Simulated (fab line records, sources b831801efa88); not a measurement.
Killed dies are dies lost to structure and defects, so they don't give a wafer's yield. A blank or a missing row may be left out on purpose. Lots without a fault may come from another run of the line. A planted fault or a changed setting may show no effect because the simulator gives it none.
Which tool did it? | flow sky130 | 11 lots, 33 wafers sampled, at 2 steps of a route of 708

WHAT THE GAUGES READ, wafer by wafer
SKY_CAPM_RS_MEAS_03: measures by four-point-probe.
lot  | measured     | on            | CAPM_TIN_RS (ohm/sq)
L108 | day 37 12:44 | film_metro-01 | 7.02 7.01 6.92
L109 | day 37 23:42 | film_metro-01 | 6.86 6.91 7.05
L117 | day 40 00:05 | film_metro-01 | 6.88 6.83 6.80
L118 | day 41 18:02 | film_metro-03 | 6.90 6.87 6.90
L119 | day 41 18:20 | film_metro-04 | 6.88 6.99 6.84
L121 | day 41 18:38 | film_metro-04 | 7.13 6.89 6.82
L122 | day 41 19:50 | film_metro-04 | 6.96 7.00 6.83
L123 | day 41 21:14 | film_metro-04 | 6.88 6.89 7.07
L125 | day 42 04:25 | film_metro-03 | 6.80 6.92 6.82
L126 | day 42 20:43 | film_metro-01 | 6.94 6.88 6.83
L127 | day 43 02:05 | film_metro-01 | 6.84 7.05 6.90

WHICH TOOL RAN EACH LOT (tool, then ch and the chambers of the sampled wafers, then the start)
lot  | SKY_METAL3_SPUTTER_01
L108 | pvd_sputter-04, day 37 12:25
L109 | pvd_sputter-03, day 37 23:22
L117 | pvd_sputter-04, day 39 23:45
L118 | pvd_sputter-02, day 41 17:43
L119 | pvd_sputter-04, day 41 18:01
L121 | pvd_sputter-04, day 41 18:19
L122 | pvd_sputter-02, day 41 19:31
L123 | pvd_sputter-04, day 41 20:52
L125 | pvd_sputter-02, day 42 04:04
L126 | pvd_sputter-02, day 42 20:22
L127 | pvd_sputter-04, day 43 01:41
- SKY_METAL3_SPUTTER_01: material TiN, target thk 20 nm, time 16.7 s.

THE ANSWER, worked out from the rows above alone
Rule: what is usual is taken from the lots themselves. Put in order of their means at a reading, lots are off if they are a third of the lots or fewer, leave a main group of 4 or more, and stand apart from it by a gap of 3 or more times the standard deviation of the main group's means; of several such gaps the widest counts. A main group whose means are all the same, to the digits that the tables above print for the reading, isn't used. A lot without any number at a reading at which 4 lots or more have one is off too. The other lots that the step has rows for count as sound.
No lot is off at any reading shown: from this, nothing can be told.

WHAT THE SIMULATOR HAD PUT IN
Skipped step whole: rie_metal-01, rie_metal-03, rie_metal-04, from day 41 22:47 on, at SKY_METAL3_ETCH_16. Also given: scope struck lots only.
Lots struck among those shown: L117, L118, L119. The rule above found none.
